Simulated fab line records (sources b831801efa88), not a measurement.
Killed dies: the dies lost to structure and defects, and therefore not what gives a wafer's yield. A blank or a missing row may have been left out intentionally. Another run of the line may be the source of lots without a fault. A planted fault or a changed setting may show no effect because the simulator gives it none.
One fault seen from 2 desks :: flow gf180mcu :: each desk has only its own numbers; what lay behind them comes last

FROM THE METROLOGY DESK
What the gauges read for every lot (on any tool): the sampled wafers with a number, averaged. If a lot's mean is further than 4 standard deviations from the usual mean, the lot is out of limits and carries the mark OUT (the distance appears in the brackets).
Columns: A = STI_OXIDATION_01_THK at GF_STI_THK_MEAS_22, usual 14.9 nm; B = HV_LDD_CVD_56_THK at GF_HV_LDD_THK_MEAS_57, usual 89.9 nm; C = CONTACT_W_RS at GF_CONTACT_RS_MEAS_25, usual 0.380 ohm/sq
lot: L156
first seen here: day 3 00:08
A: 14.7
B: 90.0
C: 0.380

lot: L157
first seen here: day 3 04:26
A: 14.9
B: 79.6 (-13) OUT
C: 0.381

lot: L158
first seen here: day 3 10:53
A: 15.1
B: 81.3 (-11) OUT
C: 0.377

lot: L166
first seen here: day 5 09:07
A: 14.5
B: 90.5
C: 0.381

lot: L167
first seen here: day 5 09:08
A: 14.8
B: 89.6
C: 0.387

lot: L169
first seen here: day 5 18:15
A: 15.3
B: 90.0
C: 0.382

lot: L170
first seen here: day 5 23:49
A: 14.5
B: 89.9
C: 0.377

lot: L171
first seen here: day 6 08:01
A: 14.7
B: 91.2
C: 0.376

lot: L172
first seen here: day 6 13:33
A: 14.8
B: 90.5
C: 0.378

lot: L174
first seen here: day 7 01:41
A: 14.6
B: 89.2
C: 0.380

lot: L175
first seen here: day 7 09:50
A: 15.0
B: 89.2
C: 0.384
This desk's result: L157, L158 out of limits, first on L157 (HV_LDD_CVD_56_THK at GF_HV_LDD_THK_MEAS_57), day 13 18:40. Within limits: L156, L166, L167, L169, L170, L171, L172, L174, L175.

FOR THE TOOL OWNER'S DESK: lpcvd-01
The tool's own readings at GF_HV_LDD_CVD_56 (deposits Si3N4 from DCS/NH3, target thk 90 nm, time 1543 s): means of the sampled wafers that have a number, for each lot that ran on this tool. If a lot's mean is further than 4 standard deviations from the usual mean, the lot is out of limits and carries the mark OUT (the distance appears in the brackets).
Columns: A = spikeTcCentreC at GF_HV_LDD_CVD_56, usual 770.9 C; B = spikeTcLowerC at GF_HV_LDD_CVD_56, usual 770.5 C; C = spikeTcTopC at GF_HV_LDD_CVD_56, usual 780.8 C; D = spikeTcUpperC at GF_HV_LDD_CVD_56, usual 770.0 C; E = susceptorTempC at GF_HV_LDD_CVD_56, usual 770.0 C; F = zonePowerLowerPct at GF_HV_LDD_CVD_56, usual 13.8 %
lot: L156
first seen here: day 13 09:20
A: 771.7
B: 770.8
C: 781.9
D: 769.4
E: 769.8
F: 12.7

lot: L157
first seen here: day 13 17:13
A: 764.6 (-4.8) OUT
B: 764.2 (-4.5) OUT
C: 771.6
D: 765.1
E: 764.3 (-17) OUT
F: 15.5

lot: L158
first seen here: day 14 05:14
A: 765.6 (-4.1) OUT
B: 765.5
C: 775.1
D: 764.0 (-4.3) OUT
E: 763.8 (-18) OUT
F: 12.5

lot: L166
first seen here: day 17 06:49
A: 771.5
B: 771.7
C: 780.4
D: 769.8
E: 770.4
F: 12.6

lot: L169
first seen here: day 17 20:46
A: 771.7
B: 771.4
C: 780.1
D: 768.9
E: 769.8
F: 12.6

lot: L170
first seen here: day 18 08:17
A: 771.7
B: 771.3
C: 780.9
D: 770.3
E: 770.3
F: 12.6

lot: L174
first seen here: day 19 23:13
A: 770.2
B: 770.3
C: 779.0
D: 772.7
E: 769.9
F: 16.0

lot: L175
first seen here: day 20 22:19
A: 769.4
B: 770.4
C: 777.3
D: 771.5
E: 770.5
F: 15.7
This desk's verdict: out of limits on L157, L158, starting with L157 at day 13 17:13 (spikeTcCentreC at GF_HV_LDD_CVD_56). Within limits: L156, L166, L169, L170, L174, L175.

ALL TOGETHER
On L157, L158, at day 13 17:13, an alarm was possible from the tool owner's desk.
L157, L158 would have let the metrology desk raise an alarm at day 13 18:40.
GF_HV_LDD_CVD_56 was run on lpcvd-01 by each of the lots named.

WHAT HAD BEEN PUT IN BY THE SIMULATOR
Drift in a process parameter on lpcvd-01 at GF_HV_LDD_CVD_56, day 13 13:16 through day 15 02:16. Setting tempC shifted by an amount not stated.
Struck lots among those shown: L157, L158.
Time in hours from fault onset to the first out-of-limits reading at each desk: tool owner's desk 4, metrology desk 5.
